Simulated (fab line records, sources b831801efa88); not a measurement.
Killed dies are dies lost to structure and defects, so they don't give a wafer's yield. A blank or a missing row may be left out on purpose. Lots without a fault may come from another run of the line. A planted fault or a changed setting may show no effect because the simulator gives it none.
Split-lot experiment | flow sky130 | 5 lots, 23 wafers read, on a route of 708 steps

THE SPLIT
At SKY_CONTACT_COAT_09 (resist thk 450 nm), the setting resist_thk_nm was moved away from the recipe's 450 nm on 7 of the 23 wafers read, by -5.8% to +4.3%. The other wafers ran this setting at the recipe's value.

FROM THE SPLIT TO THE READING: what the file shows between them, 3 steps
- SKY_CONTACT_DEVELOP_13: develop time 60 s (also split here: develop_time_s)
- SKY_CONTACT_ETCH_16: etches BARC in N2/H2, stops on SiO2, time 45.9 s, target depth 60 nm
- SKY_CONTACT_ETCH_17: etches SiO2 in C4F8/O2/Ar, stops on Si3N4, target depth 340 nm

THE READING
KrF-thick_of_CONTACT_COAT_09.thk_nm (the simulator's own value, which no gauge read), in nm, at SKY_CONTACT_ETCH_18 (etches Si3N4 in CHF3/O2, stops on TiN, time 39 s, target depth 75 nm). The file gives no usual value for it. The 16 wafers here that ran the recipe average 241.7 nm, standard deviation 2.4 nm.

wafer  | tool, chamber at the split | resist_thk_nm as run, nm | against the recipe | KrF-thick_of_CONTACT_COAT_09.thk_nm, nm | against lot-mates on the recipe
L077.1 | litho_track-03, 0          | 424                      | -5.8%              | 218.9                                   | -25.2
L077.2 | litho_track-03, 0          | 424                      | -5.8%              | 212.1                                   | -32.0
L077.3 | litho_track-03, 0          | 450                      | recipe             | 245.2                                   | -
L077.5 | litho_track-03, 0          | 424                      | -5.8%              | 211.7                                   | -32.4
L077.6 | litho_track-03, 0          | 450                      | recipe             | 243.1                                   | -
L080.2 | litho_track-04, 0          | 450                      | recipe             | 243.3                                   | -
L080.4 | litho_track-04, 0          | 450                      | recipe             | 243.6                                   | -
L080.5 | litho_track-04, 0          | 450                      | recipe             | 245.2                                   | -
L082.1 | litho_track-01, 0          | 438                      | -2.7%              | 225                                     | -14.8
L082.3 | litho_track-01, 0          | 450                      | recipe             | 242.7                                   | -
L082.4 | litho_track-01, 0          | 450                      | recipe             | 235.2                                   | -
L082.5 | litho_track-01, 0          | 450                      | recipe             | 241.6                                   | -
L082.6 | litho_track-01, 0          | 438                      | -2.7%              | 224.6                                   | -15.2
L084.1 | litho_track-04, 0          | 450                      | recipe             | 241.7                                   | -
L084.2 | litho_track-04, 0          | 450                      | recipe             | 241.5                                   | -
L084.3 | litho_track-04, 0          | 469.2                    | +4.3%              | 257.8                                   | +16.8
L084.5 | litho_track-04, 0          | 450                      | recipe             | 239.7                                   | -
L084.6 | litho_track-04, 0          | 469.2                    | +4.3%              | 258.5                                   | +17.5
L085.1 | litho_track-03, 0          | 450                      | recipe             | 242.9                                   | -
L085.2 | litho_track-03, 0          | 450                      | recipe             | 241                                     | -
L085.3 | litho_track-03, 0          | 450                      | recipe             | 241.2                                   | -
L085.4 | litho_track-03, 0          | 450                      | recipe             | 239.2                                   | -
L085.5 | litho_track-03, 0          | 450                      | recipe             | 240.7                                   | -

THE FIT
A straight line over all 23 wafers: KrF-thick_of_CONTACT_COAT_09.thk_nm changes by +4.62 nm for each +1% of resist_thk_nm; r = +0.97; the points scatter about the line by 2.9 nm.
The same after taking each lot's own level away (the mean of its wafers on the recipe; 23 wafers): +4.88 nm for each +1%; r = +0.98; scatter 2.3 nm.
On that fit, the largest move of resist_thk_nm shifts the reading by 28 nm.
The lots' own levels span 239.83 to 244.15 nm, that is 1.8 times the standard deviation above.
So the lot-to-lot level changes the slope little: the two slopes agree.
Check: with one of the wafers moved furthest among these (-5.8%) left out of the fit, the line predicts -30 nm for it against its lot-mates. It came out at -25.2 nm against them.

OTHER SPLITS ON THESE WAFERS
These wafers also went through other splits before the reading. Each is held against what the fit with the lots' levels taken away leaves over:
other split on the same wafers          | wafers away from the commonest value | r with KrF-thick_of_CONTACT_COAT_09.thk_nm (lot level and that fit taken away)
SKY_LOCAL_INTERCONNECT_COAT_06 spin_rpm | 8                                    | -0.05
SKY_CONTACT_DEVELOP_13 develop_time_s   | 10                                   | +0.35

THE WHOLE CHAIN: every reading that the file lists as answering this split, in the file's order
step                 | what it does                                                         | reading                                                                              | change (the file's fit)              | r (the file's)
SKY_CONTACT_COAT_09  | resist thk 450 nm                                                    | KrF-thick_of_CONTACT_COAT_09.thk_nm (the simulator's own value, which no gauge read) | +4.62 nm for each +1% of the setting | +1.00
SKY_CONTACT_ETCH_16  | etches BARC in N2/H2, stops on SiO2, time 45.9 s, target depth 60 nm | KrF-thick_of_CONTACT_COAT_09.thk_nm (the simulator's own value, which no gauge read) | +4.69 nm for each +1% of the setting | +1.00
SKY_CONTACT_ETCH_17  | etches SiO2 in C4F8/O2/Ar, stops on Si3N4, target depth 340 nm       | KrF-thick_of_CONTACT_COAT_09.thk_nm (the simulator's own value, which no gauge read) | +4.79 nm for each +1% of the setting | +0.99
SKY_CONTACT_ETCH_18  | etches Si3N4 in CHF3/O2, stops on TiN, time 39 s, target depth 75 nm | KrF-thick_of_CONTACT_COAT_09.thk_nm (the simulator's own value, which no gauge read) | +4.88 nm for each +1% of the setting | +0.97
SKY_CONTACT_STRIP_19 | strips in O2/N2                                                      | strip_time_to_endpoint_s                                                             | withheld for each +1% of the setting | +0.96

THE FILE'S OWN FIT
KrF-thick_of_CONTACT_COAT_09.thk_nm changes by +4.88 nm for each +1% of resist_thk_nm, r = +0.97.
